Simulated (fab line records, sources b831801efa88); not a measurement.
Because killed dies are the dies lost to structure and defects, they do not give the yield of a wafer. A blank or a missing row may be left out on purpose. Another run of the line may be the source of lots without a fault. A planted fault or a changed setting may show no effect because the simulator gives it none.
fab line records | flow gf180mcu | part 2 of 2: steps 32 to 43 of 43
[record] lots = 5 | wafers = 15 | last_day = 31
route steps=602 shown CONTACT@293 M1@315 V1@335
lots with no fault: from the same line, run without faults
start_h: the number of hours between the record's first day and the start of the first shown wafer of the lot | wait_h: time in hours since the lot's previous step | " as in the row above | L1.1+2: a row that stands for several wafers | - no value, or no start given | * or withheld: withheld | < > ~ a bound
route shown NAME@n: names a module that has steps shown in the file, with the first one's number in the route | usual: mean/standard deviation of fault-free wafers | same: alike in all rows | chamber/n: place in a boat | sites: readings site by site | _std_site: standard deviation of those values | _edge_site: the outer-site mean with the inner-site mean subtracted | radius_mm: for every site, how far away it sits from the centre of the wafer | mask NAME#n: copy n | behind: the tool/chamber that last shaped the wafer | hold: why the lot went on hold/how many hours it stayed there/how the hold came to an end | device: the transistor (n, p or np) that didn't switch | end of line: tests run on the same wafers once the route is complete | a step with no rows: only its recipe | killed: dies that structure and defects cost at the first sort, which is not the same as the wafer's yield | map: dies across one wafer; x = killed, . = not, _ = none there
set.NAME: setting as actually run; set.NAME@STEP: the setting as run at that earlier step | model.NAME: the simulator's own value behind a step, which no gauge read
certain route steps with their lots: each step a table, each wafer a row
services: from which hour (start_h, from the record's first day; less than 0 if before it) a tool's chamber was out of use, for how many hours, and why
[[steps]]
[step GF_M1_COAT_09]
[recipe] resist = KrF | spin_rpm = withheld | resist_thk_nm = 1000
lot.wafer  | tool           | chamber | start_h | wait_h
L075.2+4+6 | litho_track-04 | 0       | 381.89  | 0.1
L077.2+4+6 | litho_track-02 | 0       | 400.59  | 0.1
L080.1+3+4 | litho_track-01 | 0       | 428.05  | 0.1
L084.1+2+5 | litho_track-01 | 0       | 465.10  | 0.1
L085.1+4+6 | litho_track-04 | 0       | 476.06  | 0.1
[step GF_M1_SOFTBAKE_10]
[recipe] temp_c = 130 | time_s = 60 | resist = KrF
lot.wafer  | tool           | chamber | start_h | wait_h
L075.2+4+6 | litho_track-04 | 0       | 382.04  | 0.1
L077.2+4+6 | litho_track-02 | 0       | 400.74  | 0.1
L080.1+3+4 | litho_track-01 | 0       | 428.20  | 0.1
L084.1+2+5 | litho_track-01 | 0       | 465.25  | 0.1
L085.1+4+6 | litho_track-04 | 0       | 476.21  | 0.1
[step GF_M1_EXPOSE_11]
[recipe] mask_id = Metal1 | target_cd_nm = 230 | na = 0.68 | source_shape = conventional | sigma_outer = 0.6 | dose_mj = 28
lot.wafer  | tool           | chamber | start_h | wait_h | mask
L075.2+4+6 | krf_scanner-01 | 0       | -       | -      | Metal1#0
L077.2+4+6 | krf_scanner-01 | 0       | -       | -      | Metal1#0
L080.1+3+4 | krf_scanner-02 | 0       | -       | -      | Metal1#0
L084.1+2+5 | krf_scanner-02 | 0       | -       | -      | Metal1#0
L085.1+4+6 | krf_scanner-01 | 0       | -       | -      | Metal1#0
[step GF_M1_PEB_12]
[recipe] peb_temp_c = 135 | peb_time_s = 90 | resist = KrF
[same] peb_time_s = 90
lot.wafer  | tool           | chamber | start_h | wait_h
L075.2+4+6 | litho_track-01 | 0       | -       | -
L077.2+4+6 | litho_track-01 | 0       | -       | -
L080.1+3+4 | litho_track-04 | 0       | -       | -
L084.1+2+5 | litho_track-01 | 0       | -       | -
L085.1+4+6 | litho_track-04 | 0       | -       | -
[step GF_M1_DEVELOP_13]
[recipe] develop_time_s = 60 | dev_temp_c = 21
lot.wafer  | tool           | chamber | start_h | wait_h
L075.2+4+6 | litho_track-01 | 0       | 392.83  | 0.2
L077.2+4+6 | litho_track-01 | 0       | 412.28  | 0.2
L080.1+3+4 | litho_track-04 | 0       | 440.01  | 0.2
L084.1+2+5 | litho_track-01 | 0       | 477.45  | 0.2
L085.1+4+6 | litho_track-04 | 0       | 487.76  | 0.2
[step GF_M1_CD_MEAS_14]
[recipe] target_cd_nm = 230
[usual] cd_nm = 230.3/1.2
lot.wafer | tool      | chamber | start_h | wait_h | cd_nm
L075.2    | cd_sem-01 | -       | 392.97  | 0.1    | 231.3
L075.4    | "         | -       | "       | "      | 231.6
L075.6    | "         | -       | "       | "      | 230.4
L077.2    | cd_sem-01 | -       | 412.42  | 0.1    | 228.5
L077.4    | "         | -       | "       | "      | 228.0
L077.6    | "         | -       | "       | "      | 228.5
L080.1    | cd_sem-01 | -       | 440.16  | 0.1    | 230.0
L080.3    | "         | -       | "       | "      | 229.5
L080.4    | "         | -       | "       | "      | 230.1
L084.1    | cd_sem-02 | -       | 477.60  | 0.1    | 230.6
L084.2    | "         | -       | "       | "      | 229.9
L084.5    | "         | -       | "       | "      | 231.4
L085.1    | cd_sem-01 | -       | 487.91  | 0.1    | 228.9
L085.4    | "         | -       | "       | "      | 229.9
L085.6    | "         | -       | "       | "      | 230.7
[step GF_M1_OVL_MEAS_15]
[usual] M1_OVL = 1/5.7
lot.wafer | tool       | chamber | start_h | wait_h | M1_OVL[nm]
L075.2    | overlay-02 | -       | 393.08  | 0.1    | -7
L075.4    | "          | -       | "       | "      | -5
L075.6    | "          | -       | "       | "      | -9
L077.2    | overlay-02 | -       | 412.53  | 0.1    | 2
L077.4    | "          | -       | "       | "      | 4
L077.6    | "          | -       | "       | "      | 1
L080.1    | overlay-01 | -       | 440.28  | 0.1    | -10
L080.3    | "          | -       | "       | "      | -7
L080.4    | "          | -       | "       | "      | -7
L084.1    | overlay-01 | -       | 477.72  | 0.1    | 9
L084.2    | "          | -       | "       | "      | 12
L084.5    | "          | -       | "       | "      | 10
L085.1    | overlay-02 | -       | 488.03  | 0.1    | 0
L085.4    | "          | -       | "       | "      | -4
L085.6    | "          | -       | "       | "      | -1
[step GF_M1_METAL_ETCH_16]
[recipe] chemistry = Cl2/BCl3 | mask_material = KrF | target_depth_nm = 627.5 | stop_on = SiO2 | pressure_mtorr = 8 | icp_w = 800 | bias_w = 140 | Cl2_flow_sccm = 80 | bcl3_flow_sccm = 40 | time_s = 104.6
[usual] drypump_motor_current_A = 6.0/0.4 | oes_product_au = 0.972/0.0063 | throttle_valve_pct = 28.251/0.0094
lot.wafer | tool         | chamber | start_h | wait_h | drypump_motor_current_A | oes_product_au | rf_hours_counter_h | throttle_valve_pct
L075.2    | rie_metal-04 | 0       | 393.11  | 0.0    | 6.3                     | 0.980          | 0                  | 28.262
L075.4    | "            | 0       | "       | "      | 6.3                     | 0.983          | -                  | 28.241
L075.6    | "            | 0       | "       | "      | 6.3                     | 0.980          | -                  | 28.238
L077.2    | rie_metal-04 | 0       | 412.56  | 0.0    | 6.3                     | 0.980          | 1                  | 28.247
L077.4    | "            | 1       | "       | "      | 6.1                     | 0.978          | -                  | 28.265
L077.6    | "            | 1       | "       | "      | 6.1                     | 0.981          | -                  | 28.252
L080.1    | rie_metal-01 | 0       | 440.32  | 0.0    | 6.2                     | 0.965          | 0                  | 28.240
L080.3    | "            | 0       | "       | "      | 6.2                     | 0.980          | -                  | 28.245
L080.4    | "            | 0       | "       | "      | 6.2                     | 0.979          | -                  | 28.261
L084.1    | rie_metal-02 | 0       | 477.76  | 0.0    | 5.5                     | 0.976          | 9                  | 28.255
L084.2    | "            | 1       | "       | "      | 6.1                     | 0.978          | 8                  | 28.245
L084.5    | "            | 1       | "       | "      | 6.1                     | 0.972          | -                  | 28.244
L085.1    | rie_metal-04 | 0       | 488.07  | 0.0    | 6.3                     | 0.981          | 2                  | 28.245
L085.4    | "            | 0       | "       | "      | 6.3                     | 0.974          | -                  | 28.258
L085.6    | "            | 1       | "       | "      | 6.1                     | 0.977          | -                  | 28.247
[step GF_M1_STRIP_17]
[recipe] chemistry = O2/N2 | power_w = 1400 | pressure_mtorr = 1500 | platen_temp_c = 250 | o2_flow_sccm = 3000 | n2_flow_sccm = 300 | overash_fraction = 0.5
[usual] drypump_motor_current_A = 5.7/0.44 | heater_power_w = 339/33 | oes_product_au = 0.557/0.0049 | strip_time_to_endpoint_s = 7.86/0.048
lot.wafer | tool            | chamber | start_h | wait_h | drypump_motor_current_A | heater_power_w | oes_product_au | rf_hours_counter_h | strip_time_to_endpoint_s
L075.2    | plasma_asher-02 | 1       | 393.22  | 0.1    | 5.6                     | 329            | 0.559          | 70                 | 7.78
L075.4    | "               | 0       | "       | "      | 6.1                     | 316            | 0.550          | -                  | 7.76
L075.6    | "               | 1       | "       | "      | 5.5                     | 329            | 0.546          | -                  | 7.76
L077.2    | plasma_asher-04 | 0       | 412.71  | 0.1    | 6.6                     | 334            | 0.553          | 81                 | 7.82
L077.4    | "               | 0       | "       | "      | 6.5                     | 319            | 0.558          | -                  | 7.83
L077.6    | "               | 0       | "       | "      | 6.5                     | 335            | 0.558          | -                  | 7.85
L080.1    | plasma_asher-04 | 0       | 440.54  | 0.2    | 6.5                     | 323            | 0.546          | 84                 | 7.84
L080.3    | "               | 1       | "       | "      | 5.3                     | 302            | 0.560          | -                  | 7.84
L080.4    | "               | 0       | "       | "      | 6.6                     | 323            | 0.558          | -                  | 7.84
L084.1    | plasma_asher-02 | 1       | 477.87  | 0.1    | 5.6                     | 320            | 0.562          | 5                  | 7.87
L084.2    | "               | 0       | "       | "      | 6.1                     | 316            | 0.550          | 5                  | 7.83
L084.5    | "               | 0       | "       | "      | 6.1                     | 304            | 0.559          | -                  | 7.87
L085.1    | plasma_asher-03 | 0       | 488.18  | 0.1    | 5.3                     | 387            | 0.558          | 40                 | 7.95
L085.4    | "               | 1       | "       | "      | 5.7                     | 374            | 0.557          | -                  | 7.94
L085.6    | "               | 1       | "       | "      | 5.7                     | 358            | 0.560          | -                  | 7.94
[step GF_M1_STRIP_18]
[recipe] chemistry = post_etch_residue_remover | time_s = 1200 | temp_c = 72.5
lot.wafer  | tool         | chamber | start_h | wait_h
L075.2+4+6 | wet_bench-03 | 3       | 393.32  | 0.1
L077.2+4+6 | wet_bench-01 | 3       | 412.81  | 0.1
L080.1+3+4 | wet_bench-01 | 1       | 440.64  | 0.1
L084.1+2+5 | wet_bench-04 | 3       | 477.97  | 0.1
L085.1+4+6 | wet_bench-04 | 2       | 488.28  | 0.1
[step GF_M1_CLEAN_19]
[recipe] chemistry = DIW | dry = n2_spin
lot.wafer  | tool         | chamber | start_h | wait_h
L075.2+4+6 | wet_bench-04 | 1       | 393.66  | 0.0
L077.2+4+6 | wet_bench-04 | 3       | 413.15  | 0.0
L080.1+3+4 | wet_bench-01 | 0       | 440.99  | 0.0
L084.1+2+5 | wet_bench-03 | 1       | 478.31  | 0.0
L085.1+4+6 | wet_bench-03 | 0       | 488.62  | 0.0
[step GF_V1_CVD_00]
[recipe] material = SiO2 | target_thk_nm = 600 | sigma_open_frac = 0.3 | temp_c = 400 | time_s = 100 | sih4_flow_sccm = 60 | pressure_mtorr = 6
lot.wafer  | tool      | chamber | start_h | wait_h
L075.2+4+6 | hdpcvd-02 | 0,2,0   | 393.76  | 0.0
L077.2+4+6 | hdpcvd-01 | 2,1,0   | 413.24  | 0.0
L080.1+3+4 | hdpcvd-01 | 1,0,2   | 441.08  | 0.0
L084.1+2+5 | hdpcvd-02 | 1,0,2   | 478.40  | 0.0
L085.1+4+6 | hdpcvd-02 | 0,1,0   | 488.71  | 0.0
[[services]]
tool           | chamber | start_h | hours | kind
pvd_sputter-02 | -       | 335.42  | 3.5   | repair
pvd_sputter-02 | -       | 336.79  | 1.4   | repair
rie_diel-01    | 2       | 345.19  | 2.3   | repair
krf_scanner-01 | -       | 346.65  | 1.0   | pm
krf_scanner-01 | -       | 353.89  | 0.8   | pm
krf_scanner-02 | -       | 366.17  | 0.7   | repair
cvd_w-01       | 1       | 376.83  | 3.2   | repair
rie_diel-02    | 1       | 388.81  | 9.1   | repair
krf_scanner-01 | -       | 393.88  | 1.0   | repair
wet_bench-01   | -       | 396.86  | 0.6   | repair
pvd_sputter-01 | -       | 397.78  | 2.1   | repair
wet_bench-01   | -       | 400.40  | 1.3   | repair
rie_diel-02    | 2       | 413.10  | 12.0  | repair
krf_scanner-01 | -       | 418.60  | 1.3   | pm
pvd_sputter-01 | -       | 427.50  | 3.6   | repair
pvd_sputter-04 | -       | 442.16  | 6.1   | repair
krf_scanner-01 | -       | 444.04  | 1.0   | repair
krf_scanner-02 | -       | 446.70  | 1.3   | pm
krf_scanner-02 | -       | 448.21  | 1.0   | pm
rie_diel-02    | 2       | 460.60  | 2.4   | repair
wet_bench-04   | -       | 462.74  | 2.7   | repair
pvd_sputter-04 | -       | 465.39  | 3.2   | repair
pvd_sputter-04 | -       | 473.15  | 0.6   | repair
krf_scanner-01 | -       | 483.36  | 0.8   | repair
